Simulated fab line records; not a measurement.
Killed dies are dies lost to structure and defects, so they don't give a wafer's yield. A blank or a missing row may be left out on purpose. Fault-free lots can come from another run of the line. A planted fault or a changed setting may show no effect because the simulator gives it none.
fab line records	flow gf180mcu
record: lots: 11	wafers: 33	last-day: 34
route steps=602 shown NWELL@52 LVPWELL@64 CONTACT@313
lots with no fault: from the same line, run without faults
start-h: start of the lot's first displayed wafer, in hours after the record's first day	wait-h: hours from the lot's prior step to this one	" identical to the entry in the row above	L1.1+2: one row covering several wafers at once	- no value present, or no start provided	* or withheld: withheld	< > ~ a bound
route shown NAME@n: names a module that has steps shown in the file, with the first one's number in the route	usual: mean and standard deviation over wafers with no fault	same: alike in all rows	chamber/n: place in a boat	sites: the reading at each site	_std_site: standard deviation of those values	_edge_site: outer sites' mean less inner sites'	radius-mm: for every site, how far away it sits from the centre of the wafer	mask NAME#n: copy n	behind: tool/chamber where the wafer was last shaped	hold: the reason the lot was held/the length of the hold in hours/how it ended	device: transistor that didn't switch, given as n, p or np	end of line: the same wafers' tests at the end of the route	where a step has no rows: the recipe by itself	killed: count of dies lost to structure and defects at first sort (not the wafer's yield)	map: per-die view of a wafer (x killed, . not killed, _ where there is no die)
set.NAME: the run value of the setting; set.NAME@STEP: its run value at that earlier step	model.NAME: the simulator's own value behind a step, which no gauge read
one table for each step of the route and one row for each wafer, over a sample of lots
services: a tool's chamber out of use, with start hour (start-h, from the record's first day; less than 0 if before it), hours out, and reason
== steps ==
step: GF_NWELL_STRIP_10
recipe: chemistry: O2/N2	power-w: 1400	pressure-mtorr: 1500	platen-temp-c: 250	o2-flow-sccm: 3000	n2-flow-sccm: 300	overash-fraction: 0.5
usual: chamber-pressure-mTorr: 1499.9/1.5	drypump-motor-current-A: 5.5/0.44	heater-power-w: 334/27	oes-product-au: 0.722/0.0046	strip-time-to-endpoint-s: 36.99/0.11
lot.wafer	tool	chamber	start-h	wait-h	chamber-pressure-mTorr	drypump-motor-current-A	heater-power-w	oes-product-au	rf-hours-counter-h	strip-time-to-endpoint-s
L649.2	plasma-asher-03	0	71.81	0.1	1500.1	5.9	308	0.715	36	36.95
L649.5	"	1	"	"	1499.4	6.0	364	0.720	-	37.03
L649.6	"	0	"	"	1498.2	5.9	307	0.724	-	37.08
L650.3	plasma-asher-02	1	76.14	0.1	1501.3	5.6	349	0.726	-	37.12
L650.4	"	0	"	"	1499.9	4.8	309	0.731	-	37.03
L650.6	"	1	"	"	1500.6	5.6	349	0.728	-	37.20
L653.2	plasma-asher-04	0	93.90	0.1	1500.5	5.7	308	0.721	45	37.02
L653.5	"	0	"	"	1500.1	5.8	305	0.719	-	37.05
L653.6	"	1	"	"	1500.8	5.2	369	0.719	-	36.99
L654.1	plasma-asher-02	0	103.56	0.1	1498.4	4.8	313	0.719	31	36.83
L654.4	"	0	"	"	1500.9	4.8	310	0.723	-	36.99
L654.6	"	0	"	"	1500.4	4.8	315	0.717	-	36.89
L657.4	plasma-asher-02	1	126.14	0.1	1498.8	5.7	356	0.970	-	-
L657.5	"	1	"	"	1500.6	5.6	349	0.963	-	-
L657.6	"	0	"	"	1500.5	4.8	310	0.963	-	-
L663.2	plasma-asher-04	0	161.80	0.1	1500.9	5.7	301	0.726	5	36.99
L663.3	"	0	"	"	1499.2	5.7	310	0.723	-	37.03
L663.5	"	1	"	"	1497.1	5.2	382	0.718	-	37.01
L664.2	plasma-asher-03	1	161.85	0.1	1499.0	6.0	364	0.720	45	36.83
L664.3	"	1	"	"	1500.4	6.0	357	0.719	-	36.92
L664.4	"	0	"	"	1498.3	5.9	310	0.728	-	36.86
L666.2	plasma-asher-03	0	169.40	0.1	1502.3	5.9	302	0.719	46	37.19
L666.3	"	0	"	"	1500.0	5.9	314	0.728	-	37.13
L666.6	"	1	"	"	1499.1	6.0	356	0.722	-	37.14
L668.2	plasma-asher-02	0	176.55	0.1	1501.5	4.8	318	0.726	39	36.99
L668.3	"	0	"	"	1498.8	4.8	311	0.724	-	37.12
L668.6	"	1	"	"	1500.9	5.6	354	0.726	-	37.03
L667.4	plasma-asher-03	1	177.04	0.1	1499.9	6.0	352	0.721	-	36.97
L667.5	"	0	"	"	1499.9	5.9	305	0.735	-	36.89
L667.6	"	1	"	"	1498.9	6.0	355	0.716	-	37.05
L669.1	plasma-asher-02	1	188.86	0.1	1503.3	5.6	348	0.722	40	36.85
L669.2	"	0	"	"	1496.9	4.8	306	0.717	40	36.94
L669.3	"	1	"	"	1500.7	5.6	348	0.724	-	36.98
step: GF_LVPWELL_STRIP_10
recipe: chemistry: O2/N2	power-w: 1400	pressure-mtorr: 1500	platen-temp-c: 250	o2-flow-sccm: 3000	n2-flow-sccm: 300	overash-fraction: 0.5
usual: chamber-pressure-mTorr: 1500.0/1.5	drypump-motor-current-A: 5.6/0.39	heater-power-w: 341/28	oes-product-au: 0.722/0.0046	strip-time-to-endpoint-s: 36.99/0.09
lot.wafer	tool	chamber	start-h	wait-h	chamber-pressure-mTorr	drypump-motor-current-A	heater-power-w	oes-product-au	rf-hours-counter-h	strip-time-to-endpoint-s
L649.2	plasma-asher-01	1	85.16	0.1	1503.0	5.3	326	0.728	46	36.84
L649.5	"	0	"	"	1500.7	5.6	383	0.715	-	37.03
L649.6	"	1	"	"	1498.7	5.3	327	0.727	-	36.84
L650.3	plasma-asher-03	1	89.24	0.1	1499.1	6.0	358	0.727	-	37.02
L650.4	"	0	"	"	1500.6	5.9	304	0.719	-	36.95
L650.6	"	0	"	"	1502.0	5.9	313	0.719	-	37.07
L653.2	plasma-asher-02	1	107.71	0.1	1498.8	5.6	346	0.714	31	37.08
L653.5	"	0	"	"	1499.6	4.8	317	0.717	-	37.11
L653.6	"	1	"	"	1499.9	5.6	345	0.718	-	37.12
L654.1	plasma-asher-01	0	117.11	0.1	1500.5	5.7	382	0.726	49	36.92
L654.4	"	0	"	"	1499.4	5.7	381	0.725	-	36.95
L654.6	"	0	"	"	1502.0	5.7	374	0.721	-	36.92
L657.4	plasma-asher-01	0	140.88	0.1	1499.8	5.7	373	0.729	-	41.44
L657.5	"	1	"	"	1503.1	5.3	328	0.715	-	41.48
L657.6	"	0	"	"	1497.5	5.7	379	0.726	-	41.39
L663.2	plasma-asher-03	1	178.55	0.1	1501.0	6.0	363	0.723	47	36.75
L663.3	"	1	"	"	1496.5	6.0	365	0.723	-	36.93
L663.5	"	0	"	"	1499.8	5.9	300	0.730	-	36.80
L664.2	plasma-asher-02	1	178.90	0.1	1498.2	5.6	347	0.724	39	36.78
L664.3	"	0	"	"	1499.8	4.8	312	0.717	-	36.99
L664.4	"	1	"	"	1500.3	5.6	346	0.721	-	36.82
L666.2	plasma-asher-03	1	185.95	0.1	1499.4	6.0	369	0.727	47	37.02
L666.3	"	0	"	"	1498.4	5.9	307	0.731	-	37.02
L666.6	"	1	"	"	1500.2	6.0	366	0.717	-	36.98
L668.2	plasma-asher-03	0	193.70	0.1	1498.5	5.9	310	0.724	48	37.12
L668.3	"	0	"	"	1499.5	5.9	311	0.729	-	36.93
L668.6	"	0	"	"	1502.7	5.9	309	0.721	-	36.98
L667.4	plasma-asher-01	0	194.08	0.1	1500.8	5.7	385	0.721	-	37.02
L667.5	"	1	"	"	1500.8	5.3	324	0.728	-	37.08
L667.6	"	0	"	"	1500.6	5.7	384	0.717	-	36.96
L669.1	plasma-asher-01	0	206.60	0.1	1500.5	5.7	388	0.718	58	37.01
L669.2	"	1	"	"	1498.7	5.3	324	0.717	58	36.99
L669.3	"	0	"	"	1498.9	5.7	380	0.716	-	37.06
step: GF_LVPWELL_TW_MEAS_11
usual: LVPWELL_TW: 559.5/2.8
lot.wafer	tool	chamber	start-h	wait-h	LVPWELL_TW
L649.2	film-metro-03	-	85.27	0.1	554.1
L649.5	"	-	"	"	556.7
L649.6	"	-	"	"	559.0
L650.3	film-metro-03	-	89.32	0.1	554.4
L650.4	"	-	"	"	559.5
L650.6	"	-	"	"	555.5
L653.2	film-metro-01	-	107.82	0.1	564.3
L653.5	"	-	"	"	561.8
L653.6	"	-	"	"	563.1
L654.1	film-metro-03	-	117.21	0.1	559.4
L654.4	"	-	"	"	559.6
L654.6	"	-	"	"	561.5
L657.4	film-metro-03	-	140.99	0.1	540.1
L657.5	"	-	"	"	538.3
L657.6	"	-	"	"	536.8
L663.2	film-metro-04	-	178.66	0.1	563.8
L663.3	"	-	"	"	563.5
L663.5	"	-	"	"	562.9
L664.2	film-metro-01	-	179.01	0.1	561.0
L664.3	"	-	"	"	557.2
L664.4	"	-	"	"	554.8
L666.2	film-metro-04	-	186.06	0.1	564.0
L666.3	"	-	"	"	562.5
L666.6	"	-	"	"	558.5
L668.2	film-metro-01	-	193.81	0.1	563.1
L668.3	"	-	"	"	563.4
L668.6	"	-	"	"	561.7
L667.4	film-metro-04	-	194.18	0.1	562.5
L667.5	"	-	"	"	560.9
L667.6	"	-	"	"	560.2
L669.1	film-metro-01	-	206.70	0.1	560.7
L669.2	"	-	"	"	564.8
L669.3	"	-	"	"	563.0
step: GF_VT_IMPLANT_RS_MEAS_48
recipe: thk-meas-gauge: four-point-probe
usual: LVPWELL_RS: 1195.9/2.9
lot.wafer	tool	chamber	start-h	wait-h	LVPWELL_RS[ohm/sq]
L649.2	film-metro-03	-	171.48	0.1	1194.7
L649.5	"	-	"	"	1193.3
L649.6	"	-	"	"	1192.0
L650.3	film-metro-04	-	176.34	0.1	1195.1
L650.4	"	-	"	"	1198.4
L650.6	"	-	"	"	1194.9
L653.2	film-metro-04	-	199.82	0.1	1200.0
L653.5	"	-	"	"	1199.7
L653.6	"	-	"	"	1196.9
L654.1	film-metro-04	-	210.50	0.1	1193.1
L654.4	"	-	"	"	1191.1
L654.6	"	-	"	"	1190.7
L657.4	film-metro-03	-	242.87	0.1	1198.6
L657.5	"	-	"	"	1198.6
L657.6	"	-	"	"	1199.4
L663.2	film-metro-01	-	287.93	0.1	1194.2
L663.3	"	-	"	"	1193.6
L663.5	"	-	"	"	1193.4
L664.2	film-metro-01	-	289.00	0.1	1193.8
L664.3	"	-	"	"	1195.6
L664.4	"	-	"	"	1196.3
L666.2	film-metro-03	-	296.32	0.1	1196.3
L666.3	"	-	"	"	1199.4
L666.6	"	-	"	"	1200.6
L668.2	film-metro-04	-	304.12	0.1	1193.5
L668.3	"	-	"	"	1194.0
L668.6	"	-	"	"	1196.1
L667.4	film-metro-01	-	305.41	0.1	1193.3
L667.5	"	-	"	"	1194.8
L667.6	"	-	"	"	1192.1
L669.1	film-metro-01	-	321.20	0.1	1198.2
L669.2	"	-	"	"	1200.5
L669.3	"	-	"	"	1193.6
step: GF_CONTACT_THK_MEAS_26
recipe: thk-meas-gauge: xrf	reads: W_of_CONTACT_CVD_24
usual: CONTACT_W_THK: 306/3.7
lot.wafer	tool	chamber	start-h	wait-h	CONTACT_W_THK[nm]
L649.2	film-metro-01	-	383.78	0.1	309
L649.5	"	-	"	"	305
L649.6	"	-	"	"	308
L650.3	film-metro-01	-	385.97	0.1	309
L650.4	"	-	"	"	307
L650.6	"	-	"	"	309
L653.2	film-metro-01	-	416.96	0.1	304
L653.5	"	-	"	"	306
L653.6	"	-	"	"	307
L654.1	film-metro-01	-	434.35	0.1	309
L654.4	"	-	"	"	308
L654.6	"	-	"	"	306
L657.4	film-metro-04	-	475.34	0.1	309
L657.5	"	-	"	"	308
L657.6	"	-	"	"	312
L664.2	film-metro-01	-	529.01	0.1	307
L664.3	"	-	"	"	306
L664.4	"	-	"	"	307
L663.2	film-metro-04	-	531.82	0.1	301
L663.3	"	-	"	"	299
L663.5	"	-	"	"	297
L666.2	film-metro-04	-	543.91	0.1	299
L666.3	"	-	"	"	301
L666.6	"	-	"	"	300
L668.2	film-metro-01	-	550.12	0.1	309
L668.3	"	-	"	"	308
L668.6	"	-	"	"	312
L667.4	film-metro-01	-	554.34	0.1	312
L667.5	"	-	"	"	308
L667.6	"	-	"	"	307
L669.1	film-metro-01	-	566.25	0.1	307
L669.2	"	-	"	"	309
L669.3	"	-	"	"	309
step: GF_CONTACT_CMP_27
recipe: stop-on: SiO2	down-force-psi: 3.5	platen-rpm: 60	t-overpolish-s: 15	target-thk-nm: 0	pad-velocity-m-s: 0.94248
usual: head-pressure-psi: 3.500/0.0083	motor-current-A: 10.5/0.83	overpolish-run-s: 15.001/0.0092	retaining-ring-pressure-frac: 1.000/0.0047	slurry-flow-ml-min: 150.0/0.45	time-to-endpoint-s: 71/3.2
lot.wafer	tool	chamber	start-h	wait-h	head-pressure-psi	motor-current-A	overpolish-run-s	retaining-ring-pressure-frac	slurry-flow-ml-min	time-to-endpoint-s
L649.2	cmp-01	3	383.83	0.0	3.488	9.6	14.994	0.995	150.4	72
L649.5	"	3	"	"	3.493	10.2	14.994	0.993	150.1	73
L649.6	"	0	"	"	3.500	10.6	15.006	1.003	149.9	65
L650.3	cmp-02	0	386.06	0.1	3.508	10.4	14.988	0.999	149.6	71
L650.4	"	1	"	"	3.495	11.6	14.999	1.006	149.6	73
L650.6	"	3	"	"	3.499	10.4	14.991	1.003	150.8	69
L653.2	cmp-01	1	417.11	0.1	3.500	11.0	14.996	1.000	149.7	72
L653.6	"	3	"	"	3.505	9.5	15.002	1.009	149.2	69
L653.5	"	0	"	"	3.511	9.7	15.002	1.003	150.5	69
L654.4	cmp-01	2	434.46	0.1	3.508	11.5	15.001	0.996	149.9	67
L654.1	"	3	"	"	3.494	9.8	15.021	0.999	150.8	66
L654.6	"	2	"	"	3.501	11.4	14.998	1.003	149.9	68
L657.4	cmp-02	2	475.37	0.0	3.503	9.4	14.999	1.002	149.6	74
L657.6	"	2	"	"	3.497	9.2	15.001	0.994	150.8	76
L657.5	"	3	"	"	3.496	10.1	14.998	1.007	149.7	67
L664.3	cmp-02	2	529.06	0.0	3.512	9.3	15.006	1.007	149.9	73
L664.2	"	0	"	"	3.502	10.9	15.000	0.999	149.9	74
L664.4	"	1	"	"	3.495	12.0	15.002	0.997	149.0	77
L663.3	cmp-01	2	531.87	0.0	3.515	10.6	14.990	0.995	149.7	74
L663.2	"	0	"	"	3.505	10.8	14.999	0.998	150.3	66
L663.5	"	2	"	"	3.503	11.8	14.995	0.998	150.4	75
L666.3	cmp-01	2	543.96	0.0	3.508	11.2	15.015	1.004	150.6	73
L666.2	"	3	"	"	3.512	9.7	14.999	0.994	150.3	68
L666.6	"	3	"	"	3.500	10.1	14.993	1.002	150.9	68
L668.3	cmp-02	2	550.17	0.0	3.504	9.3	15.003	1.001	151.0	79
L668.2	"	3	"	"	3.497	10.0	14.995	1.001	149.7	72
L668.6	"	3	"	"	3.503	10.0	15.005	1.001	149.9	74
L667.4	cmp-01	1	554.47	0.1	3.484	11.7	15.015	0.999	150.1	74
L667.6	"	3	"	"	3.525	9.8	15.002	0.991	149.9	71
L667.5	"	0	"	"	3.496	9.5	14.994	0.993	149.9	67
L669.1	cmp-02	2	566.36	0.1	3.509	9.0	15.025	0.991	150.6	79
L669.3	"	3	"	"	3.500	9.5	15.008	1.005	150.4	71
L669.2	"	0	"	"	3.493	10.1	15.015	0.997	149.8	71
== services ==
tool	chamber	start-h	hours	kind
cmp-01	-	55.58	9.0	pm
cmp-02	-	64.00	4.0	pm
cmp-02	-	68.00	4.9	pm
cmp-02	-	79.40	0.7	repair
cmp-02	-	93.13	0.2	repair
cmp-02	-	117.51	1.1	repair
plasma-asher-03	-	126.25	4.0	pm
plasma-asher-03	-	165.27	4.0	repair
plasma-asher-02	-	189.53	2.8	pm
cmp-01	-	198.97	6.6	pm
plasma-asher-03	-	212.49	2.8	pm
cmp-01	-	232.00	4.0	pm
plasma-asher-02	-	269.56	23.2	pm
cmp-01	-	306.53	3.2	repair
plasma-asher-03	-	338.73	5.0	repair
cmp-01	-	352.12	12.5	pm
plasma-asher-02	-	387.03	3.5	repair
cmp-01	-	408.13	0.9	repair
plasma-asher-03	-	421.25	9.0	pm
cmp-01	-	428.93	3.3	pm
cmp-01	-	464.25	0.2	repair
plasma-asher-03	-	481.91	1.9	repair
cmp-01	-	509.99	1.8	repair
cmp-01	-	557.79	1.4	repair
== key ==
first-sign: step: GF_NWELL_STRIP_10	reading: oes-product-au	direction: up	sigmas: 53	usual: 0.722	struck: 0.965
effect: step: GF_LVPWELL_STRIP_10	reading: strip-time-to-endpoint-s	direction: up	sigmas: 49	usual: *	struck: *
effect: step: GF_LVPWELL_TW_MEAS_11	reading: LVPWELL_TW	direction: down	sigmas: 7.5	usual: 559.5	struck: 538.4
met-at GF_NWELL_STRIP_10
struck-lots L657
tester-left-out L657
not-acting-at GF_VT_IMPLANT_RS_MEAS_48,GF_CONTACT_THK_MEAS_26,GF_CONTACT_CMP_27
onset-between 103.56 126.14
fault: kind: strip-aborted	tool: plasma-asher-02	chamber: -	onset-h: 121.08	steps: GF_NWELL_STRIP_10	offset: 0.41201	end-h: 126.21
tester-left-out: of these lots the tester's yield and bins aren't shown, on N5 and GAA mostly nor the transistor test; their killed dies are dies lost to structure and defects alone, not to doping, threshold or leakage, so they don't give the yield
